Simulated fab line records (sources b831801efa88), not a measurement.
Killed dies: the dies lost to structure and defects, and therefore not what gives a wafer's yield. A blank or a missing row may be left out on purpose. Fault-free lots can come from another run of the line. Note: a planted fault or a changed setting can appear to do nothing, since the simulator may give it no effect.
Chamber matching + flow sky130 + 4 sister chambers for SKY_CONTACT_CMP_04 on cmp-01
The step polishes SiO2. 27 wafers are shown with their chamber, then 12 later ones without.

## WAFERS WITH THEIR CHAMBER
| wafer  | chamber | motor current A (A) | edge zone pressure frac | time to endpoint s (s) |
|--------|---------|---------------------|-------------------------|------------------------|
| L074.1 | 3       | 12.3                | 1.000                   | 79                     |
| L074.5 | 2       | 12.5                | 1.002                   | 78                     |
| L074.6 | 1       | 11.4                | 1.002                   | 85                     |
| L075.2 | 1       | 11.5                | 1.002                   | 85                     |
| L075.4 | 0       | 12.0                | 1.006                   | 83                     |
| L075.5 | 0       | 11.6                | 1.004                   | 82                     |
| L077.4 | 1       | 11.8                | 1.002                   | 82                     |
| L077.5 | 1       | 12.0                | 0.999                   | 79                     |
| L077.6 | 0       | 11.7                | 1.000                   | 82                     |
| L076.1 | 3       | 11.9                | 1.005                   | 82                     |
| L076.2 | 2       | 12.6                | 1.003                   | 83                     |
| L076.6 | 3       | 12.0                | 1.002                   | 82                     |
| L081.3 | 1       | 11.1                | 1.003                   | 78                     |
| L081.4 | 3       | 12.8                | 1.006                   | 77                     |
| L081.6 | 2       | 11.6                | 1.014                   | 83                     |
| L082.1 | 0       | 11.9                | 1.002                   | 76                     |
| L082.2 | 2       | 12.3                | 0.995                   | 78                     |
| L082.4 | 1       | 11.6                | 1.004                   | 76                     |
| L083.2 | 0       | 12.7                | 1.014                   | 83                     |
| L083.4 | 2       | 12.8                | 1.000                   | 83                     |
| L083.6 | 3       | 11.6                | 0.997                   | 86                     |
| L085.2 | 2       | 12.7                | 0.998                   | 81                     |
| L085.4 | 0       | 12.0                | 0.992                   | 76                     |
| L085.5 | 2       | 12.8                | 1.002                   | 79                     |
| L086.2 | 0       | 12.5                | 1.003                   | 84                     |
| L086.3 | 1       | 11.0                | 0.994                   | 81                     |
| L086.6 | 0       | 11.8                | 1.000                   | 77                     |

SIGNATURES (means of the wafers above)
| reading                 | chamber 0 | chamber 1 | chamber 2 | chamber 3 | scatter within a chamber |
|-------------------------|-----------|-----------|-----------|-----------|--------------------------|
| motor current A         | 12.025    | 11.486    | 12.471    | 12.120    | 0.401                    |
| edge zone pressure frac | 1.00263   | 1.00086   | 1.00200   | 1.00200   | 0.00514                  |
| time to endpoint s      | 80.38     | 80.86     | 80.71     | 81.20     | 3.18                     |
Rule: distance of a wafer from a chamber = root of the sum over the readings of ((wafer's reading minus chamber's mean) / reading's scatter) squared. The wafer belongs to the nearest chamber; if the next one is less than 2 further off, it can't be placed. How the scatter is found: for the shown wafers, subtract from each reading the mean of its chamber, square and add these, divide the total by (wafers less chambers), then take the root.

## WAFERS WITH NO CHAMBER GIVEN
| wafer  | motor current A (A) | edge zone pressure frac | time to endpoint s (s) |
|--------|---------------------|-------------------------|------------------------|
| L089.1 | 12.9                | 0.991                   | 77                     |
| L089.5 | 12.0                | 1.001                   | 77                     |
| L089.6 | 11.7                | 1.000                   | 76                     |
| L091.3 | 11.7                | 1.011                   | 78                     |
| L091.5 | 12.7                | 1.005                   | 81                     |
| L091.6 | 12.0                | 1.002                   | 81                     |
| L093.1 | 11.5                | 0.998                   | 80                     |
| L093.2 | 11.8                | 1.002                   | 80                     |
| L093.4 | 12.2                | 0.998                   | 82                     |
| L097.3 | 12.4                | 0.994                   | 81                     |
| L097.4 | 11.9                | 0.997                   | 79                     |
| L097.5 | 11.9                | 0.994                   | 77                     |

## EACH ONE'S CHAMBER
| wafer  | from the rows above               | in truth |
|--------|-----------------------------------|----------|
| L089.1 | can't be placed: 2 or 3 or 0 or 1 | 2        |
| L089.5 | can't be placed: 0 or 3 or 2 or 1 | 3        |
| L089.6 | can't be placed: 1 or 0 or 3 or 2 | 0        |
| L091.3 | can't be placed: 0 or 1 or 3 or 2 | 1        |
| L091.5 | can't be placed: 2 or 3 or 0      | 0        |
| L091.6 | can't be placed: 0 or 3 or 2 or 1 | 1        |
| L093.1 | can't be placed: 1 or 0 or 3 or 2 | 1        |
| L093.2 | can't be placed: 0 or 1 or 3 or 2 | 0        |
| L093.4 | can't be placed: 3 or 2 or 0 or 1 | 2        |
| L097.3 | can't be placed: 2 or 3 or 0 or 1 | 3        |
| L097.4 | can't be placed: 0 or 3 or 1 or 2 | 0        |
| L097.5 | can't be placed: 0 or 1 or 3 or 2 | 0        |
0 of 12 placed correctly. These rows do not allow placing 12 (true chamber among the candidates in 12). Number placed wrongly: 0.
